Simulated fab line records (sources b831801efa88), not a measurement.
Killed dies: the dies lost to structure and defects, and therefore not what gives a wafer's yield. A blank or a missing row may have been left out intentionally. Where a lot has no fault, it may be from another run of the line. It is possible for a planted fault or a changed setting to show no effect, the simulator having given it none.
Which tool is to blame? | flow sfq line | 14 lots, 42 wafers sampled, at 3 steps of a route of 325

## WHAT EACH GAUGE READ, for each wafer
SFQ_I2_BOW_MEAS_917. Usual: I2_BOW typically reads 4 um, with standard deviation 7.8.
lot  | measured     | on            | I2_BOW (um) | flag
L557 | day 20 16:07 | film metro-03 | 17 26 10    |
L558 | day 20 20:58 | film metro-04 | 11 7 -3     |
L560 | day 21 22:13 | film metro-01 | 6 -2 9      |
L561 | day 22 23:34 | film metro-03 | 13 6 9      |
L567 | day 25 13:41 | film metro-01 | 12 -6 -10   |
L568 | day 25 20:30 | film metro-04 | 7 7 12      |
L572 | day 27 08:32 | film metro-01 | -4 -4 -9    |
L574 | day 28 05:30 | film metro-03 | -2 -2 -11   |
L575 | day 28 17:05 | film metro-03 | -13 13 -1   |
L576 | day 29 08:07 | film metro-04 | -4 8 -4     |
L577 | day 29 14:05 | film metro-04 | -4 12 -5    |
L578 | day 29 20:05 | film metro-03 | 3 -2 3      |
L579 | day 29 23:32 | film metro-01 | 4 13 -4     |
L580 | day 30 08:32 | film metro-03 | 7 -12 3     |

## WHAT TOOL EACH LOT RAN ON (gives the tool, then ch and the chambers of the sampled wafers, and finally the start)
lot  | SFQ_TRILAYER_I2_DEP_PECVD_063   | SFQ_TRILAYER_I2_CMP_CMP_064
L557 | pecvd-01 ch 1,2, day 20 13:03   | cmp-01 ch 1,2,3, day 20 13:07
L558 | pecvd-02 ch 0,1, day 20 17:52   | cmp-02 ch 1,3, day 20 17:56
L560 | pecvd-04 ch 0,1,2, day 21 19:09 | cmp-01 ch 1,2,3, day 21 19:13
L561 | pecvd-02 ch 0,2, day 22 19:09   | cmp-01 ch 0,1,3, day 22 22:01
L567 | pecvd-01 ch 1,2, day 24 20:19   | cmp-01 ch 1,2, day 25 10:39
L568 | pecvd-01 ch 0,2, day 25 03:31   | cmp-02 ch 1,2, day 25 17:30
L572 | pecvd-02 ch 0,1,2, day 26 08:53 | cmp-02 ch 0,2, day 27 05:30
L574 | pecvd-02 ch 0,2, day 27 00:14   | cmp-02 ch 0,1,3, day 28 03:00
L575 | pecvd-02 ch 0,1, day 27 08:53   | cmp-01 ch 0,2,3, day 28 14:05
L576 | pecvd-04 ch 0,2, day 27 21:20   | cmp-01 ch 0,1, day 29 05:05
L577 | pecvd-01 ch 0,1,2, day 28 04:20 | cmp-01 ch 1,2,3, day 29 11:05
L578 | pecvd-04 ch 0,1,2, day 28 10:20 | cmp-01 ch 0,2,3, day 29 17:35
L579 | pecvd-01 ch 0,2, day 28 16:32   | cmp-02 ch 0,2, day 29 21:00
L580 | pecvd-02 ch 0,2, day 29 00:50   | cmp-02 ch 0,2, day 30 05:30
- SFQ_TRILAYER_I2_DEP_PECVD_063: deposits SiO2 from SiH4/N2O, time 111.11 s, target thk 500 nm.
- SFQ_TRILAYER_I2_CMP_CMP_064: polishes SiO2.

## AS READ BY THE TOOLS THEMSELVES (means over the sampled wafers that have a number; for cases with no such wafer, the mark the record gives instead)
SFQ_TRILAYER_I2_DEP_PECVD_063. Usual: heater power outer w 25 W, standard deviation 7.5; heater power w 75 W, standard deviation 14; run length s 139.0 s, standard deviation 0.34; throttle valve pct 25.1 %, standard deviation 1.2.
lot  | tool     | heater power outer w (W) | heater power w (W) | run length s (s) | throttle valve pct (%) | flag
L557 | pecvd-01 | 28                       | 86                 | 138.9            | 24.8                   |
L558 | pecvd-02 | 18                       | 58                 | 139.4            | 23.6                   |
L560 | pecvd-04 | 28                       | 82                 | 138.7            | 25.3                   |
L561 | pecvd-02 | 18                       | 56                 | 139.2            | 23.7                   |
L567 | pecvd-01 | 29                       | 85                 | 134.0            | 24.6                   | OFF
L568 | pecvd-01 | 22                       | 76                 | 134.1            | 26.6                   | OFF
L572 | pecvd-02 | 18                       | 58                 | 139.4            | 24.2                   |
L574 | pecvd-02 | 17                       | 55                 | 139.1            | 23.9                   |
L575 | pecvd-02 | 15                       | 57                 | 139.1            | 24.5                   |
L576 | pecvd-04 | 26                       | 87                 | 138.7            | 25.9                   |
L577 | pecvd-01 | 25                       | 79                 | 138.8            | 25.5                   |
L578 | pecvd-04 | 28                       | 83                 | 138.6            | 25.5                   |
L579 | pecvd-01 | 20                       | 74                 | 138.9            | 26.3                   |
L580 | pecvd-02 | 20                       | 57                 | 139.0            | 23.9                   |

SFQ_TRILAYER_I2_CMP_CMP_064. Usual: motor current A 10.8 A, standard deviation 1; time to endpoint s 214 s, standard deviation 9.3.
lot  | tool   | motor current A (A) | time to endpoint s (s) | flag
L557 | cmp-01 | 11.5                | 205                    |
L558 | cmp-02 | 9.9                 | 203                    |
L560 | cmp-01 | 11.4                | 210                    |
L561 | cmp-01 | 11.5                | 231                    |
L567 | cmp-01 | 11.9                | 199                    |
L568 | cmp-02 | 9.5                 | 194                    |
L572 | cmp-02 | 9.7                 | 216                    |
L574 | cmp-02 | 10.4                | 209                    |
L575 | cmp-01 | 11.1                | 211                    |
L576 | cmp-01 | 12.5                | 219                    |
L577 | cmp-01 | 11.6                | 206                    |
L578 | cmp-01 | 10.9                | 209                    |
L579 | cmp-02 | 9.5                 | 208                    |
L580 | cmp-02 | 9.9                 | 217                    |

## THE ANSWER, worked out from the rows above alone
Rule: take the mean of a lot's wafers that have a number; if it is more than 3 standard deviations from the usual mean, the lot is off. A lot without any number at a reading at which 4 lots or more have one is off too. Where the step has rows for the other lots, those lots are counted as sound. After the gauges, taken in route order, come the tools' own readings; for these a lot's mean is taken, as printed above. The first step at which some lot is off is used, and at that step the reading that is off furthest; a lot without a number counts as furthest.
Off: L567, L568, at SFQ_TRILAYER_I2_DEP_PECVD_063 (run length s).
A tool fits if, at that step or a process step before it, it ran every lot that is off, and no sound lot after the first of them. Of those tried, none fits.

## WHAT THE SIMULATOR PUT IN
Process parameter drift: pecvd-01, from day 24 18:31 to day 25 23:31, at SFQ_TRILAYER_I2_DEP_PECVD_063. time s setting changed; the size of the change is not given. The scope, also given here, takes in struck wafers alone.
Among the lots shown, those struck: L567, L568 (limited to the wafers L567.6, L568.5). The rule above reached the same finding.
